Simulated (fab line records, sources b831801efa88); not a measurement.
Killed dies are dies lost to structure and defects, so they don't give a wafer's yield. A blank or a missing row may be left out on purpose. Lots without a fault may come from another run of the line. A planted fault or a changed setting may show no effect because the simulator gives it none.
Which tool did it? | flow gf180mcu | 13 lots, 39 wafers sampled, at 2 steps of a route of 602

WHAT THE GAUGES READ, wafer by wafer
GF_V4_OVL_MEAS_15. Usual: V4_OVL -1 nm, standard deviation 5.4.
lot  | measured     | on         | V4_OVL (nm) | flag
L504 | day 24 10:32 | overlay-01 | 1 -3 1      |
L505 | day 24 20:04 | overlay-02 | 5 10 7      |
L506 | day 24 21:43 | overlay-01 | -3 -3 2     |
L507 | day 25 06:50 | overlay-02 | -12 -9 -14  |
L508 | day 25 17:53 | overlay-02 | 2 2 11      |
L510 | day 26 13:25 | overlay-02 | 2 0 4       |
L512 | day 27 04:54 | overlay-02 | -13 -12 -4  |
L513 | day 27 11:18 | overlay-02 | 0 -2 6      |
L514 | day 27 19:12 | overlay-02 | 10 7 3      |
L515 | day 27 21:50 | overlay-01 | -5 -1 -5    |
L517 | day 28 13:18 | overlay-01 | -1 -1 -11   |
L521 | day 29 17:19 | overlay-02 | 2 5 2       |
L527 | day 31 05:04 | overlay-02 | -3 -10 -8   |

WHICH TOOL RAN EACH LOT (tool, then ch and the chambers of the sampled wafers, then the start)
lot  | GF_M4_SPUTTER_04
L504 | pvd_sputter-02, day 22 12:17
L505 | pvd_sputter-04, day 22 23:32
L506 | pvd_sputter-02, day 23 00:52
L507 | pvd_sputter-04, day 23 10:03
L508 | pvd_sputter-02, day 23 20:38
L510 | pvd_sputter-04, day 24 16:41
L512 | pvd_sputter-01, day 25 10:31
L513 | pvd_sputter-04, day 25 15:41
L514 | pvd_sputter-04, day 25 23:55
L515 | pvd_sputter-04, day 26 03:28
L517 | pvd_sputter-04, day 26 18:35
L521 | pvd_sputter-04, day 28 01:04
L527 | pvd_sputter-01, day 29 14:50
- GF_M4_SPUTTER_04: material TiN, target thk 50 nm, time 41.7 s.

WHAT THE TOOLS THEMSELVES READ (means of the sampled wafers that have a number; where no wafer has one, the mark that the record gives instead)
GF_M4_SPUTTER_04. Usual: throttle_valve_pct 30.5 %, standard deviation 0.82.
lot  | tool           | throttle_valve_pct (%) | flag
L504 | pvd_sputter-02 | 30.7                   |
L505 | pvd_sputter-04 | 30.6                   |
L506 | pvd_sputter-02 | 30.6                   |
L507 | pvd_sputter-04 | 31.1                   |
L508 | pvd_sputter-02 | 30.9                   |
L510 | pvd_sputter-04 | 30.8                   |
L512 | pvd_sputter-01 | 29.5                   |
L513 | pvd_sputter-04 | 30.6                   |
L514 | pvd_sputter-04 | 30.1                   |
L515 | pvd_sputter-04 | 30.7                   |
L517 | pvd_sputter-04 | 30.8                   |
L521 | pvd_sputter-04 | 30.9                   |
L527 | pvd_sputter-01 | 29.6                   |

THE ANSWER, worked out from the rows above alone
Rule: a lot is off if the mean of its wafers that have a number lies more than 3 standard deviations from the usual mean. A lot without any number at a reading at which 4 lots or more have one is off too. The other lots that the step has rows for count as sound. The gauges are gone through in route order, then the tools' own readings, and for those a lot's mean is taken as printed above. The first step at which some lot is off is used, and at that step the reading that is off furthest; a lot without a number counts as furthest.
No lot is off at any reading shown: from this, nothing can be told.

WHAT THE SIMULATOR HAD PUT IN
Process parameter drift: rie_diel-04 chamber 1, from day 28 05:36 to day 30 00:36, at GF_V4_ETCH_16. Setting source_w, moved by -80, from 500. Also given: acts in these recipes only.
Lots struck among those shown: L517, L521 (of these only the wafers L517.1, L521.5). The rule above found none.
